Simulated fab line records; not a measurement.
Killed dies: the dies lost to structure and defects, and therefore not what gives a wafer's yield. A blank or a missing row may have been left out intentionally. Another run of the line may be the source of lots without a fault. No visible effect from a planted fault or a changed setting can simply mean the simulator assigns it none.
fab line records ; flow sky130
[record] lots = 5; wafers = 15; last-day = 50
route steps=708 shown LDD_N@241 LDD_P@255 LDD_HVN@267
lots with no fault: from the same line, run without faults
start-h: the number of hours between the record's first day and the start of the first shown wafer of the lot ; wait-h: hours elapsed since this lot's preceding step ; " same as the row above ; L1.1+2: a single row standing in for several wafers ; - either no value or no given start ; * or withheld: withheld ; < > ~ a bound
route shown NAME@n: NAME is a module with steps in the file, n the number in the route of the first one ; usual: the fault-free wafers' mean and standard deviation ; same: alike in all rows ; chamber/n: place in a boat ; sites: each site's reading ; _std_site: the values' standard deviation ; _edge_site: outer sites' mean less inner sites' ; radius-mm: for every site, how far away it sits from the centre of the wafer ; mask NAME#n: copy n ; behind: the last tool/chamber to shape the wafer ; hold: why the lot went on hold/how many hours it stayed there/how the hold came to an end ; device: which transistor (n, p or np) failed to switch ; end of line: the route-end tests of the same wafers ; a step given without rows: its recipe and nothing more ; killed: the dies lost at the first sort to structure and to defects; this is not the yield of the wafer ; map: the dies of a wafer, with x for killed, . for not killed, _ for no die there
set.NAME: the setting as run; set.NAME@STEP: as run at that earlier step ; model.NAME: the simulator's own value behind a step, which no gauge read
lots at selected steps of the route; one table per step, one row per wafer
services: a tool's chamber out of use, with start hour (start-h, from the record's first day; less than 0 if before it), hours out, and reason
[[steps]]
[step SKY_LDD_N_EXPOSE_04]
[recipe] mask-id = NTM; target-cd-nm = 840; na = 0.6; source-shape = conventional; sigma-outer = 0.6; dose-mj = 110
[step SKY_LDD_N_PEB_05]
[recipe] temp-c = withheld; time-s = *; resist = NOVOLAK
[step SKY_LDD_N_DEVELOP_06]
[recipe] develop-time-s = 60; dev-temp-c = 23
[step SKY_LDD_N_OVL_MEAS_07]
[usual] LDD_N_OVL = 0.2/1.4
lot.wafer;tool;chamber;start-h;wait-h;LDD_N_OVL[nm]
L353.1;overlay-01;-;454.35;0.1;2.1
L353.2;overlay-01;-;454.35;0.1;0.4
L353.6;overlay-01;-;454.35;0.1;0.8
L358.1;overlay-02;-;495.55;0.1;0.5
L358.5;overlay-02;-;495.55;0.1;1.1
L358.6;overlay-02;-;495.55;0.1;-0.9
L360.3;overlay-01;-;505.80;0.1;1.7
L360.4;overlay-01;-;505.80;0.1;0.7
L360.6;overlay-01;-;505.80;0.1;0.9
L368.4;overlay-01;-;597.32;0.1;-0.7
L368.5;overlay-01;-;597.32;0.1;-0.7
L368.6;overlay-01;-;597.32;0.1;2.8
L369.1;overlay-01;-;600.10;0.1;1.1
L369.3;overlay-01;-;600.10;0.1;0.2
L369.5;overlay-01;-;600.10;0.1;2.0
[step SKY_LDD_N_IMPLANT_08]
[recipe] species = As; energy-kev = 20; dose-cm2 = 7.5e+13; tilt-deg = withheld; rotation-deg = 23
[step SKY_LDD_N_IMPLANT_09]
[recipe] species = As; energy-kev = 20; dose-cm2 = 7.5e+13; tilt-deg = withheld; rotation-deg = 113
[step SKY_LDD_N_IMPLANT_10]
[recipe] species = As; energy-kev = 20; dose-cm2 = 7.5e+13; tilt-deg = withheld; rotation-deg = 203
[step SKY_LDD_N_IMPLANT_11]
[recipe] species = As; energy-kev = 20; dose-cm2 = 7.5e+13; tilt-deg = withheld; rotation-deg = 293
[step SKY_LDD_N_IMPLANT_12]
[recipe] species = BF2; energy-kev = 50; dose-cm2 = 5e+12; tilt-deg = 30; rotation-deg = 0
[step SKY_LDD_N_IMPLANT_13]
[recipe] species = BF2; energy-kev = 50; dose-cm2 = 5e+12; tilt-deg = 30; rotation-deg = 90
[step SKY_LDD_N_IMPLANT_14]
[recipe] species = BF2; energy-kev = 50; dose-cm2 = 5e+12; tilt-deg = 30; rotation-deg = 180
[step SKY_LDD_N_IMPLANT_15]
[recipe] species = BF2; energy-kev = 50; dose-cm2 = 5e+12; tilt-deg = 30; rotation-deg = 270
[step SKY_LDD_N_STRIP_16]
[recipe] chemistry = O2/N2; power-w = 1400; pressure-mtorr = 1500; platen-temp-c = withheld; o2-flow-sccm = 3000; n2-flow-sccm = 300; overash-fraction = 0.5
[usual] chamber-pressure-mTorr = 1499.9/1.4; drypump-motor-current-A = 5.2/0.31; n2-flow-sccm = 300.1/0.87; oes-product-au = 0.406/0.0048; strip-time-to-endpoint-s = 4.312/0.013
lot.wafer;tool;chamber;start-h;wait-h;chamber-pressure-mTorr;drypump-motor-current-A;n2-flow-sccm;oes-product-au;rf-hours-counter-h;strip-time-to-endpoint-s;model.NOVOLAK_of_LDD_N_COAT_02.thk-nm
L353.1;plasma-asher-01;1;455.59;0.1;1501.2;4.8;301.4;0.404;63;4.315;0
L353.2;plasma-asher-01;0;455.59;0.1;1498.7;5.7;301.7;0.405;63;4.321;0
L353.6;plasma-asher-01;0;455.59;0.1;1499.3;5.7;300.1;0.406;-;4.322;0
L358.1;plasma-asher-04;1;496.79;0.1;1498.1;4.9;301.2;0.407;7;4.317;0
L358.5;plasma-asher-04;0;496.79;0.1;1501.6;5.2;302.2;0.403;-;4.294;0
L358.6;plasma-asher-04;1;496.79;0.1;1499.7;4.9;300.8;0.404;-;4.306;0
L360.3;plasma-asher-04;1;507.05;0.1;1487.9;4.7;298.4;0.530;-;-;243.1
L360.4;plasma-asher-04;0;507.05;0.1;1476.4;5.2;301.2;0.676;-;-;243.2
L360.6;plasma-asher-04;0;507.05;0.1;1489.7;5.3;301.6;0.585;-;-;243.3
L368.4;plasma-asher-01;1;598.57;0.1;1499.5;4.8;300.3;0.410;-;4.339;0
L368.5;plasma-asher-01;0;598.57;0.1;1500.1;5.7;300.4;0.402;-;4.317;0
L368.6;plasma-asher-01;1;598.57;0.1;1500.0;4.9;301.2;0.417;-;4.334;0
L369.1;plasma-asher-04;1;601.34;0.1;1498.8;4.8;301.4;0.405;17;4.303;0
L369.3;plasma-asher-04;1;601.34;0.1;1499.4;4.9;300.3;0.413;-;4.319;0
L369.5;plasma-asher-04;1;601.34;0.1;1497.8;4.9;300.0;0.401;-;4.295;0
[step SKY_LDD_N_TW_MEAS_17]
[usual] LDD_N_TW = 2574/20
lot.wafer;tool;chamber;start-h;wait-h;LDD_N_TW
L353.1;film-metro-01;-;455.69;0.1;2579
L353.2;film-metro-01;-;455.69;0.1;2588
L353.6;film-metro-01;-;455.69;0.1;2578
L358.1;film-metro-03;-;496.89;0.1;2606
L358.5;film-metro-03;-;496.89;0.1;2610
L358.6;film-metro-03;-;496.89;0.1;2601
L360.3;film-metro-03;-;507.14;0.1;2598
L360.4;film-metro-03;-;507.14;0.1;2610
L360.6;film-metro-03;-;507.14;0.1;2600
L368.4;film-metro-02;-;598.67;0.1;2575
L368.5;film-metro-02;-;598.67;0.1;2575
L368.6;film-metro-02;-;598.67;0.1;2581
L369.1;film-metro-03;-;601.44;0.1;2560
L369.3;film-metro-03;-;601.44;0.1;2564
L369.5;film-metro-03;-;601.44;0.1;2558
[step SKY_LDD_P_DEHYDRATE_00]
[recipe] temp-c = 200; time-s = 60
[step SKY_LDD_P_HMDS_01]
[recipe] prime-time-s = 60; prime-temp-c = 120
[step SKY_LDD_P_COAT_02]
[recipe] resist = NOVOLAK; spin-rpm = 3000; resist-thk-nm = 1140
[step SKY_LDD_P_SOFTBAKE_03]
[recipe] temp-c = 90; time-s = 60; resist = NOVOLAK
[step SKY_LDD_P_EXPOSE_04]
[recipe] mask-id = PSDM; na = 0.6; source-shape = conventional; sigma-outer = 0.6; polarization = unpolarized; target-cd-nm = 380; dose-mj = 138
[step SKY_LDD_P_PEB_05]
[recipe] temp-c = withheld; time-s = *; resist = NOVOLAK
[step SKY_LDD_P_DEVELOP_06]
[recipe] resist = NOVOLAK; developer = TMAH; develop-time-s = 60; dev-temp-c = 23
[step SKY_LDD_P_CD_MEAS_07]
[recipe] target-cd-nm = 380
[usual] cd-nm = 380.5/2.5
lot.wafer;tool;chamber;start-h;wait-h;cd-nm
L353.1;cd-sem-01;-;484.97;0.1;378.7
L353.2;cd-sem-01;-;484.97;0.1;380.2
L353.6;cd-sem-01;-;484.97;0.1;379.3
L358.1;cd-sem-02;-;527.62;0.1;381.5
L358.5;cd-sem-02;-;527.62;0.1;379.8
L358.6;cd-sem-02;-;527.62;0.1;380.2
L360.3;cd-sem-01;-;537.81;0.1;379.0
L360.4;cd-sem-01;-;537.81;0.1;379.2
L360.6;cd-sem-01;-;537.81;0.1;379.5
L368.4;cd-sem-02;-;627.48;0.1;378.2
L368.5;cd-sem-02;-;627.48;0.1;378.3
L368.6;cd-sem-02;-;627.48;0.1;376.8
L369.1;cd-sem-01;-;630.07;0.1;382.8
L369.3;cd-sem-01;-;630.07;0.1;382.0
L369.5;cd-sem-01;-;630.07;0.1;380.6
[step SKY_LDD_P_OVL_MEAS_08]
[usual] LDD_P_OVL = -0.2/1.2
lot.wafer;tool;chamber;start-h;wait-h;LDD_P_OVL[nm]
L353.1;overlay-01;-;485.09;0.1;-0.7
L353.2;overlay-01;-;485.09;0.1;1.1
L353.6;overlay-01;-;485.09;0.1;0.5
L358.1;overlay-02;-;527.74;0.1;-0.2
L358.5;overlay-02;-;527.74;0.1;0.8
L358.6;overlay-02;-;527.74;0.1;-0.1
L360.3;overlay-02;-;537.90;0.1;1.6
L360.4;overlay-02;-;537.90;0.1;2.2
L360.6;overlay-02;-;537.90;0.1;0.6
L368.4;overlay-02;-;627.56;0.1;0.8
L368.5;overlay-02;-;627.56;0.1;1.5
L368.6;overlay-02;-;627.56;0.1;0.7
L369.1;overlay-02;-;630.19;0.1;-0.9
L369.3;overlay-02;-;630.19;0.1;-2.5
L369.5;overlay-02;-;630.19;0.1;-1.2
[step SKY_LDD_P_IMPLANT_09]
[recipe] species = BF2; energy-kev = 25; dose-cm2 = 1e+13; tilt-deg = withheld
[step SKY_LDD_P_STRIP_10]
[recipe] chemistry = O2/N2; power-w = 1400; pressure-mtorr = 1500; platen-temp-c = withheld; o2-flow-sccm = 3000; n2-flow-sccm = 300; overash-fraction = 0.5
[usual] chamber-pressure-mTorr = 1500.0/1.4; drypump-motor-current-A = 5.5/0.47; n2-flow-sccm = 300.0/0.85; oes-product-au = 0.716/0.0041; strip-time-to-endpoint-s = 14.18/0.041
lot.wafer;tool;chamber;start-h;wait-h;chamber-pressure-mTorr;drypump-motor-current-A;n2-flow-sccm;oes-product-au;rf-hours-counter-h;strip-time-to-endpoint-s
L353.1;plasma-asher-02;1;485.28;0.1;1499.7;5.6;300.0;0.714;37;14.20
L353.2;plasma-asher-02;0;485.28;0.1;1499.0;5.1;299.8;0.707;37;14.19
L353.6;plasma-asher-02;0;485.28;0.1;1501.3;5.1;300.2;0.715;-;14.15
L358.1;plasma-asher-02;1;527.93;0.1;1498.7;5.6;298.9;0.714;41;14.08
L358.5;plasma-asher-02;0;527.93;0.1;1497.7;5.1;299.1;0.708;-;14.11
L358.6;plasma-asher-02;1;527.93;0.1;1503.0;5.6;298.7;0.715;-;14.12
L360.3;plasma-asher-01;0;538.14;0.1;1497.9;5.7;300.5;0.723;-;17.89
L360.4;plasma-asher-01;1;538.14;0.1;1500.6;4.8;300.4;0.716;-;17.89
L360.6;plasma-asher-01;0;538.14;0.1;1500.8;5.7;300.0;0.719;-;17.85
L368.4;plasma-asher-03;0;627.76;0.1;1501.0;6.3;299.6;0.714;-;14.15
L368.5;plasma-asher-03;1;627.76;0.1;1498.0;5.8;299.6;0.710;-;14.18
L368.6;plasma-asher-03;0;627.76;0.1;1499.3;6.3;299.6;0.719;-;14.14
L369.1;plasma-asher-01;1;630.38;0.1;1500.6;4.8;299.8;0.719;82;14.12
L369.3;plasma-asher-01;1;630.38;0.1;1500.3;4.9;300.3;0.716;-;14.11
L369.5;plasma-asher-01;0;630.38;0.1;1500.0;5.7;299.2;0.716;-;14.14
[step SKY_LDD_P_TW_MEAS_11]
[usual] LDD_P_TW = 635/5.4
lot.wafer;tool;chamber;start-h;wait-h;LDD_P_TW
L353.1;film-metro-03;-;485.38;0.1;644
L353.2;film-metro-03;-;485.38;0.1;642
L353.6;film-metro-03;-;485.38;0.1;640
L358.1;film-metro-02;-;528.03;0.1;632
L358.5;film-metro-02;-;528.03;0.1;631
L358.6;film-metro-02;-;528.03;0.1;631
L360.3;film-metro-02;-;538.23;0.1;30
L360.4;film-metro-02;-;538.23;0.1;30
L360.6;film-metro-02;-;538.23;0.1;30
L368.4;film-metro-03;-;627.86;0.1;629
L368.5;film-metro-03;-;627.86;0.1;630
L368.6;film-metro-03;-;627.86;0.1;629
L369.1;film-metro-03;-;630.48;0.1;633
L369.3;film-metro-03;-;630.48;0.1;631
L369.5;film-metro-03;-;630.48;0.1;629
[step SKY_LDD_HVN_DEHYDRATE_00]
[recipe] temp-c = 200; time-s = 60
[[services]]
tool;chamber;start-h;hours;kind
plasma-asher-03;-;456.20;14.6;pm
plasma-asher-04;-;476.36;1.3;repair
plasma-asher-02;-;532.36;11.8;pm
plasma-asher-03;-;536.17;4.3;pm
plasma-asher-01;-;539.71;0.5;repair
plasma-asher-04;-;555.30;6.8;repair
[[key]]
[first-sign] step = SKY_LDD_N_STRIP_16; reading = oes-product-au; direction = up; sigmas = 40; usual = 0.406; struck = 0.597
[effect] step = SKY_LDD_N_STRIP_16; reading = chamber-pressure-mTorr; direction = down; sigmas = 11; usual = 1499.9; struck = 1484.7
[effect] step = SKY_LDD_P_STRIP_10; reading = strip-time-to-endpoint-s; direction = up; sigmas = 90; usual = *; struck = *
[effect] step = SKY_LDD_P_TW_MEAS_11; reading = LDD_P_TW; direction = down; sigmas = 99+; usual = 635; struck = 30
[model-effect] step = SKY_LDD_N_STRIP_16; value = NOVOLAK_of_LDD_N_COAT_02.thk-nm; without = 0; struck = 243.2
met-at SKY_LDD_N_STRIP_16
struck-wafers L360.3,L360.4,L360.6
sort-left-out L360.3,L360.4,L360.6
tester-left-out L360
onset-between 496.79 507.05
[fault] kind = strip-aborted; tool = plasma-asher-04; chamber = -; onset-h = 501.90; steps = SKY_LDD_N_STRIP_16; offset = 1; end-h = 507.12
// tester-left-out: of these lots the tester's yield and bins aren't shown, on N5 and GAA mostly nor the transistor test; their killed dies are dies lost to structure and defects alone, not to doping, threshold or leakage, so they don't give the yield
// sort-left-out: the simulated sort isn't trusted on such a fault, so these wafers' sort isn't shown, and their yield isn't known
